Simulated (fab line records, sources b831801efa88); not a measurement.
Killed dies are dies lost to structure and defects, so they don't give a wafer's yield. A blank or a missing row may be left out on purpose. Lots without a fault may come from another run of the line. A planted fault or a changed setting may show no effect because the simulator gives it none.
Which tool did it? | flow gf180mcu | 6 lots, 18 wafers sampled, at 3 steps of a route of 602

WHAT THE GAUGES READ, wafer by wafer
GF_V2_THK_MEAS_01.
lot  | measured     | on            | V2_CVD_00_THK (nm)
L871 | day 19 13:33 | film_metro-04 | 593 597 599
L876 | day 21 15:38 | film_metro-04 | 587 595 593
L878 | day 22 08:47 | film_metro-04 | 594 601 603
L885 | day 24 12:48 | film_metro-04 | 477 472 478
L887 | day 25 06:01 | film_metro-04 | 481 474 472
L893 | day 27 07:08 | film_metro-01 | 606 602 607

WHICH TOOL RAN EACH LOT (tool, then ch and the chambers of the sampled wafers, then the start)
lot  | GF_V1_CMP_26                  | GF_V2_CVD_00
L871 | cmp-01 ch 0,3, day 18 11:21   | hdpcvd-01 ch 0,2, day 19 13:28
L876 | cmp-01 ch 0,1,2, day 20 14:39 | hdpcvd-02 ch 1,2, day 21 15:34
L878 | cmp-01 ch 0,1,2, day 21 07:29 | hdpcvd-02 ch 0,1,2, day 22 08:43
L885 | cmp-01 ch 0,1,2, day 23 13:18 | hdpcvd-01 ch 0,1, day 24 12:42
L887 | cmp-01 ch 1,2, day 24 07:09   | hdpcvd-01 ch 0,2, day 25 05:57
L893 | cmp-01 ch 0,2, day 26 09:11   | hdpcvd-02 ch 0,1,2, day 27 07:03
- GF_V1_CMP_26: polishes, stops on SiO2, t overpolish 15 s, target thk 0 nm.
- GF_V2_CVD_00: deposits SiO2, target thk 600 nm, time 100 s.

THE ANSWER, worked out from the rows above alone
Rule: what is usual is taken from the lots themselves. Put in order of their means at a reading, lots are off if they are a third of the lots or fewer, leave a main group of 4 or more, and stand apart from it by a gap of 3 or more times the standard deviation of the main group's means; of several such gaps the widest counts. A main group whose means are all the same, to the digits that the tables above print for the reading, isn't used. A lot without any number at a reading at which 4 lots or more have one is off too. The other lots that the step has rows for count as sound.
Off: L885, L887, at GF_V2_THK_MEAS_01 (V2_CVD_00_THK). The main group: mean 598 nm, standard deviation 4.8.
A tool fits if, at a process step before that reading, it ran every lot that is off, and no sound lot after the first of them. The gauges at GF_V2_THK_MEAS_01 are tried like those tools. Can't be told from this: 2 tools fit, hdpcvd-01 at GF_V2_CVD_00, film_metro-04 at GF_V2_THK_MEAS_01.

WHAT THE SIMULATOR HAD PUT IN
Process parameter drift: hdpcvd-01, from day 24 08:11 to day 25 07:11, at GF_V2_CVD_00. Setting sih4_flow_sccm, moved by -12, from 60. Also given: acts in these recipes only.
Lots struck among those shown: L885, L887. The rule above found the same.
